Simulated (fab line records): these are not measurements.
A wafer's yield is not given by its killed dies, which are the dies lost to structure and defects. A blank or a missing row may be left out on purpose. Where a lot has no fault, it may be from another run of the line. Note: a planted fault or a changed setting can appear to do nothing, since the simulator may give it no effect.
Which tool is to blame?	flow gf180mcu	36 wafers from 13 lots sampled at 5 of the route's 602 steps

WHAT THE GAUGES READ, wafer by wafer
GF_TOP_METAL_CD_MEAS_14: the cd target is 440 nm.
lot	measured	on	cd nm (nm)
L705	day 28 01:10	cd sem-02	442.9 441.6 439.8
L706	day 28 07:50	cd sem-02	436.8 439.7 439.2
L708	day 29 01:16	cd sem-02	444.9 444.0 440.9
L711	day 29 19:43	cd sem-01	440.0 440.6 440.8
L712	day 30 02:38	cd sem-01	436.6 438.2 437.9
L713	day 30 15:52	cd sem-02	440.7 441.6 441.0
L714	day 30 20:25	cd sem-02	439.0 437.2 437.9
L717	day 32 01:05	cd sem-01	438.2 440.3
L720	day 32 08:23	cd sem-01	437.3 437.7
L721	day 32 16:59	cd sem-02	440.8 439.0
L726	day 33 16:28	cd sem-02	436.7 436.7 434.6
L727	day 33 23:38	cd sem-01	440.8 438.0 439.5
L728	day 34 03:01	cd sem-02	436.2 438.8 438.4

GF_PASSIVATION_THK_MEAS_01.
lot	measured	on	PASSIVATION_CVD_00_THK (nm)
L705	day 28 02:11	film metro-01	986 1000 995
L706	day 28 08:50	film metro-04	991 990 1001
L708	day 29 02:14	film metro-02	997 998 995
L711	day 29 20:40	film metro-01	1008 1011 1012
L712	day 30 03:35	film metro-02	978 989 996
L713	day 30 16:51	film metro-02	997 1029 1016
L714	day 30 21:22	film metro-02	991 1002 1003
L717	day 32 02:05	film metro-02	562 559
L720	day 32 09:37	film metro-01	575 1015
L721	day 32 18:08	film metro-04	552 989
L726	day 33 17:42	film metro-01	995 993 1007
L727	day 34 00:34	film metro-04	996 1007 1007
L728	day 34 03:58	film metro-02	1017 1006 1022

WHICH TOOL RAN EACH LOT (tool, then ch and the chambers of the sampled wafers, then the start)
lot	GF_M5_ETCH_09	GF_V5_STRIP_18	GF_PASSIVATION_CVD_00
L705	rie diel-01 ch 0,1,3, day 26 05:45	plasma asher-04 ch 0,1, day 27 04:09	pecvd-04 ch 0,2, day 28 02:05
L706	rie diel-04 ch 0,2,3, day 26 11:16	plasma asher-04 ch 0,1, day 27 09:36	pecvd-03 ch 0,1,2, day 28 08:45
L708	rie diel-02 ch 0,1,3, day 27 05:39	plasma asher-04 ch 0, day 28 03:55	pecvd-04 ch 0,1,2, day 29 02:09
L711	rie diel-02 ch 0,2,3, day 28 03:04	plasma asher-04 ch 0,1, day 29 00:15	pecvd-01 ch 0,1,2, day 29 20:35
L712	rie diel-02 ch 0,1,2, day 28 09:32	plasma asher-02 ch 0,1, day 29 06:39	pecvd-03 ch 0,1,2, day 30 03:30
L713	rie diel-02 ch 0,1, day 28 23:43	plasma asher-02 ch 0,1, day 29 20:27	pecvd-01 ch 0,1, day 30 16:43
L714	rie diel-04 ch 0,1,2, day 29 04:20	plasma asher-04 ch 0,1, day 30 00:57	pecvd-03 ch 0,1,2, day 30 21:17
L717	rie diel-01 ch 2,3, day 30 11:16	plasma asher-03 ch 1, day 31 06:34	pecvd-03 ch 0,1, day 32 02:01
L720	rie diel-01 ch 2,3, day 30 19:26	plasma asher-02 ch 0,1, day 31 14:34	pecvd-03 ch 1, day 32 09:28
L721	rie diel-04 ch 0,1, day 31 04:07	plasma asher-03 ch 0, day 31 23:21	pecvd-03 ch 0,2, day 32 18:04
L726	rie diel-02 ch 1,2,3, day 32 05:38	plasma asher-02 ch 0,1, day 32 23:41	pecvd-04 ch 0,2, day 33 17:37
L727	rie diel-02 ch 0,3, day 32 12:23	plasma asher-04 ch 0,1, day 33 06:43	pecvd-01 ch 0,1,2, day 34 00:28
L728	rie diel-02 ch 1,3, day 32 16:32	plasma asher-02 ch 0,1, day 33 10:03	pecvd-01 ch 0,2, day 34 03:52
- GF_M5_ETCH_09: etches Si3N4 in CF4/O2, target depth 52 nm, time 11.6 s.
- GF_V5_STRIP_18: strips in O2/N2.
- GF_PASSIVATION_CVD_00: deposits SiO2 from TEOS, target thk 1000 nm, time 111.95 s.

AS READ BY THE TOOLS THEMSELVES (means over the sampled wafers that have a number; for cases with no such wafer, the mark the record gives instead)
GF_M5_ETCH_09.
lot	tool	drypump motor current A (A)	oes product au (a.u.)	throttle valve pct (%)
L705	rie diel-01	5.3	1.001	5.959
L706	rie diel-04	5.6	1.001	5.972
L708	rie diel-02	5.8	1.001	5.978
L711	rie diel-02	5.5	1.004	5.966
L712	rie diel-02	5.6	1.002	5.972
L713	rie diel-02	5.9	1.005	5.965
L714	rie diel-04	5.8	1.010	5.971
L717	rie diel-01	5.7	0.996	5.946
L720	rie diel-01	5.8	1.000	5.973
L721	rie diel-04	5.8	1.009	5.976
L726	rie diel-02	5.7	1.011	5.976
L727	rie diel-02	5.7	0.997	5.971
L728	rie diel-02	6.0	1.008	5.977

GF_V5_STRIP_18.
lot	tool	drypump motor current A (A)	heater power w (W)	oes product au (a.u.)
L705	plasma asher-04	6.02	276	0.570
L706	plasma asher-04	6.11	274	0.560
L708	plasma asher-04	5.95	285	0.568
L711	plasma asher-04	6.03	280	0.570
L712	plasma asher-02	6.00	311	0.571
L713	plasma asher-02	5.72	314	0.570
L714	plasma asher-04	6.12	272	0.568
L717	plasma asher-03	6.11	338	0.571
L720	plasma asher-02	5.85	318	0.565
L721	plasma asher-03	6.08	353	0.572
L726	plasma asher-02	5.75	312	0.569
L727	plasma asher-04	6.11	274	0.569
L728	plasma asher-02	5.75	316	0.563

GF_PASSIVATION_CVD_00.
lot	tool	heater power w (W)	run length s (s)
L705	pecvd-04	758	139.9
L706	pecvd-03	582	139.5
L708	pecvd-04	637	139.7
L711	pecvd-01	553	140.0
L712	pecvd-03	584	139.6
L713	pecvd-01	523	139.9
L714	pecvd-03	571	139.8
L717	pecvd-03	626	90.8
L720	pecvd-03	468	115.2
L721	pecvd-03	642	115.0
L726	pecvd-04	692	139.9
L727	pecvd-01	580	140.0
L728	pecvd-01	610	140.2

THE ANSWER, worked out from the rows above alone
Rule: what is usual is taken from the lots themselves. Put in order of their means at a reading, lots are off if they are a third of the lots or fewer, leave a main group of 4 or more, and stand apart from it by a gap of 3 or more times the standard deviation of the main group's means; of several such gaps the widest counts. If all means in a main group match to the digits the tables above print for the reading, that group is not used. Also off: a lot with no number at a reading for which 4 or more lots have one. Where the step has rows for the other lots, those lots are counted as sound. The gauges are gone through in route order, then the tools' own readings, and for those a lot's mean is taken as printed above. The first step at which some lot is off is used, and at that step the reading that is off furthest; a lot without a number counts as furthest.
Off: at GF_PASSIVATION_THK_MEAS_01 (PASSIVATION_CVD_00_THK), L717, L720, L721. The main group: mean 1001 nm, standard deviation 8.8.
A tool fits if, at a process step before that reading, it ran every lot that is off, and no sound lot after the first of them. Not tried: the gauges at GF_PASSIVATION_THK_MEAS_01; whatever is off there is also off at GF_PASSIVATION_CVD_00, on other tools, and gauge error can't account for it. One fits: pecvd-03 at GF_PASSIVATION_CVD_00. Its last sound lot is L714 (day 30 21:17), its first lot that is off L717 (day 32 02:01): a fault that began between those two fits.
The tool's own readings at GF_PASSIVATION_CVD_00 bear it out: on the lots that are off they differ by more than 5 times the standard deviation of the sound lots' means. run length s reads 107.0 s there against 139.8 s on the sound lots.

WHAT THE SIMULATOR HAD PUT IN
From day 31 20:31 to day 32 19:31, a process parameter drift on pecvd-03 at GF_PASSIVATION_CVD_00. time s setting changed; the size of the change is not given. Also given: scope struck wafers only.
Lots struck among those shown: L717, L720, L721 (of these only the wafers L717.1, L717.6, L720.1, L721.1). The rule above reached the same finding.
